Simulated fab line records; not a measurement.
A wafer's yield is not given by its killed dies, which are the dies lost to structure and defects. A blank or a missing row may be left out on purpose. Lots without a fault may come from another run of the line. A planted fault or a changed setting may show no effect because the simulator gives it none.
Struck lot and sound lot, side by side + flow sky130 + 35 out of 708 route steps
Sound: wafers L240.2, L240.3, L240.4. Wafers L251.1, L251.5, L251.6 were the ones struck. Last of all comes the cause.
Per side, at each step with rows, come the tool, then ch with its chambers, and then its first start. Under that, the readings that differ: sound wafers + struck wafers + difference of the means + sigmas: that difference in standard deviations of wafers without a fault.
alike: same words and numbers on both sides, and readings whose means sit less than 2 such deviations apart. not compared: any withheld reading, any reading some wafer has no value for, any bound like >300 that may hide the same value, and any number with overlapping values for which the record gives no deviation.
A row with sigmas, a row that says differs or no value, or rows on one side alone: a step with any of these is where the two part. Numbers that don't overlap but have no deviation are shown without sigmas and don't part them. A reading missing from all wafers of one side parts the sides only when that side holds two or more wafers.

SKY_SD_P_CD_MEAS_07: target cd 380 nm.
  sound on cd_sem-01, day 25 04:02; struck on cd_sem-01, day 29 14:28
| reading    | sound             | struck            | difference | sigmas |
|------------|-------------------|-------------------|------------|--------|
| cd_nm (nm) | 380.8 382.6 381.4 | 376.1 376.3 379.3 | -4.4       | -2     |
SKY_SD_P_OVL_MEAS_08:
  sound on overlay-01, day 25 04:09; struck on overlay-01, day 29 14:35
  alike: SD_P_OVL
next, for these wafers, 1 step has no rows: SKY_SD_P_IMPLANT_09.
SKY_SD_P_STRIP_10: strips in O2/N2.
  sound on plasma_asher-03 ch 0,1, day 25 04:20; struck on plasma_asher-02 ch 0,1, day 29 14:46
| reading                      | sound             | struck            | difference | sigmas |
|------------------------------|-------------------|-------------------|------------|--------|
| strip_time_to_endpoint_s (s) | 17.47 17.47 17.46 | 17.27 17.29 17.33 | -0.17      | -3     |
  alike: drypump_motor_current_A, oes_product_au
  not compared: rf_hours_counter_h
SKY_SD_P_TW_MEAS_11:
  sound on film_metro-04, day 25 04:26; struck on film_metro-04, day 29 14:52
  alike: SD_P_TW
then, 7 steps without rows for these wafers: SKY_RES_XHIGH_DEHYDRATE_00 (time 60 s); SKY_RES_XHIGH_HMDS_01 (prime time 60 s); SKY_RES_XHIGH_COAT_02 (resist thk 1140 nm); SKY_RES_XHIGH_SOFTBAKE_03 (time 60 s); SKY_RES_XHIGH_EXPOSE_04 (exposes mask URPM, target cd 1270 nm); SKY_RES_XHIGH_PEB_05; SKY_RES_XHIGH_DEVELOP_06 (develop time 60 s).
SKY_RES_XHIGH_IMPLANT_07:
  sound on implanter-04 ch 0, day 26 08:05; struck on implanter-02 ch 0, day 30 18:42
| reading            | sound       | struck      | difference | sigmas |
|--------------------|-------------|-------------|------------|--------|
| faraday_current_uA | 478 478 489 | 539 573 534 | +67        | +2     |
SKY_RES_XHIGH_STRIP_08: strips in O2/N2.
  sound on plasma_asher-04 ch 0,1, day 26 08:13; struck on plasma_asher-03 ch 0,1, day 30 18:51
| reading                      | sound             | struck            | difference | sigmas |
|------------------------------|-------------------|-------------------|------------|--------|
| drypump_motor_current_A (A)  | 5.0 5.0 5.6       | 6.0 6.0 5.8       | +0.7       | +2     |
| oes_product_au (a.u.)        | 0.708 0.703 0.714 | 0.682 0.680 0.687 | -0.025     | -6     |
| strip_time_to_endpoint_s (s) | 14.32 14.28 14.29 | 15.04 15.00 14.97 | +0.71      | +17    |
  not compared: rf_hours_counter_h
SKY_RES_XHIGH_TW_MEAS_09:
  sound on film_metro-01, day 26 08:20; struck on film_metro-01, day 30 18:57
| reading      | sound          | struck         | difference | sigmas |
|--------------|----------------|----------------|------------|--------|
| RES_XHIGH_TW | 1641 1659 1654 | 2032 2013 2023 | +371       | +27    |
then, 7 steps without rows for these wafers: SKY_SD_N_DEHYDRATE_00 (time 60 s); SKY_SD_N_HMDS_01 (prime time 60 s); SKY_SD_N_COAT_02 (resist thk 1140 nm); SKY_SD_N_SOFTBAKE_03 (time 60 s); SKY_SD_N_EXPOSE_04 (exposes mask NSDM, target cd 380 nm); SKY_SD_N_PEB_05; SKY_SD_N_DEVELOP_06 (develop time 60 s).
SKY_SD_N_CD_MEAS_07: target cd 380 nm.
  sound on cd_sem-02, day 27 12:44; struck on cd_sem-02, day 31 22:07
  alike: cd_nm
SKY_SD_N_OVL_MEAS_08:
  sound on overlay-02, day 27 12:50; struck on overlay-01, day 31 22:14
  alike: SD_N_OVL
then, 2 steps without rows for these wafers: SKY_SD_N_IMPLANT_09; SKY_SD_N_IMPLANT_10.
SKY_SD_N_STRIP_11: strips in O2/N2.
  sound on plasma_asher-01 ch 0,1, day 27 13:10; struck on plasma_asher-04 ch 0,1, day 31 22:34
  alike: drypump_motor_current_A, oes_product_au, strip_time_to_endpoint_s
  not compared: rf_hours_counter_h
SKY_SD_N_TW_MEAS_12:
  sound on film_metro-01, day 27 13:16; struck on film_metro-02, day 31 22:40
  alike: SD_N_TW
then, 1 step without rows for these wafers: SKY_SD_N_CLEAN_13 (cleans in SC1/SC2, time 150 s).
SKY_SD_N_RTA_14: time 2 s.
  sound on rtp_anneal-02 ch 0, day 27 13:23; struck on rtp_anneal-01 ch 0, day 31 22:46
  alike: lamp_power_pct, wafer_temp_C_max
SKY_SD_N_RS_MEAS_16: measures by four-point-probe.
  sound on film_metro-02, day 27 13:34; struck on film_metro-04, day 31 22:57
  alike: SD_N_RS
SKY_SD_N_RS_MEAS_17: measures by four-point-probe.
  sound on film_metro-02, day 27 13:41; struck on film_metro-04, day 31 23:04
  alike: SD_P_RS
SKY_SD_N_RS_MEAS_18: measures by four-point-probe.
  sound on film_metro-02, day 27 13:49; struck on film_metro-04, day 31 23:11
| reading               | sound             | struck            | difference | sigmas      |
|-----------------------|-------------------|-------------------|------------|-------------|
| RES_XHIGH_RS (ohm/sq) | 326.2 325.9 327.4 | 201.7 202.0 201.4 | -124.8     | -99 or more |
then, 1 step without rows for these wafers: SKY_SALICIDE_CLEAN_00 (cleans in HF-last, time 30 s).
-- the record jumps here: 17 days lie between the struck wafers' starts before and after (it left off in module SALICIDE and takes up again in module PAD_OPEN, whose first step shown is number 708 of the route) --
SKY_PAD_OPEN_PROBE_99:
  sound on prober-01, day 45 15:23; struck on prober-01, day 48 16:55
| reading                              | sound          | struck            | difference | sigmas |
|--------------------------------------|----------------|-------------------|------------|--------|
| model.etest.res_xhigh_po.line_ohm_um | 5473 5443 5441 | 1815 1786 1720    | -3679      |        |
| model.etest.res_xhigh_po.rs_ohm_sq   | 1905 1912 1893 | 636.5 631.7 608.4 | -1277.8    |        |
  alike: killed_at_M0_to_M3, killed_at_M4_up, killed_at_contacts, killed_at_front_end, killed_at_other, killed_dies, killed_open, killed_short

## WHERE THEY PART
Earliest at SKY_SD_P_CD_MEAS_07; latest, in this record, at SKY_SD_N_RS_MEAS_18. Later steps at which nothing parts them and some readings are alike: SKY_PAD_OPEN_PROBE_99.

WHY: the cause the simulator had injected
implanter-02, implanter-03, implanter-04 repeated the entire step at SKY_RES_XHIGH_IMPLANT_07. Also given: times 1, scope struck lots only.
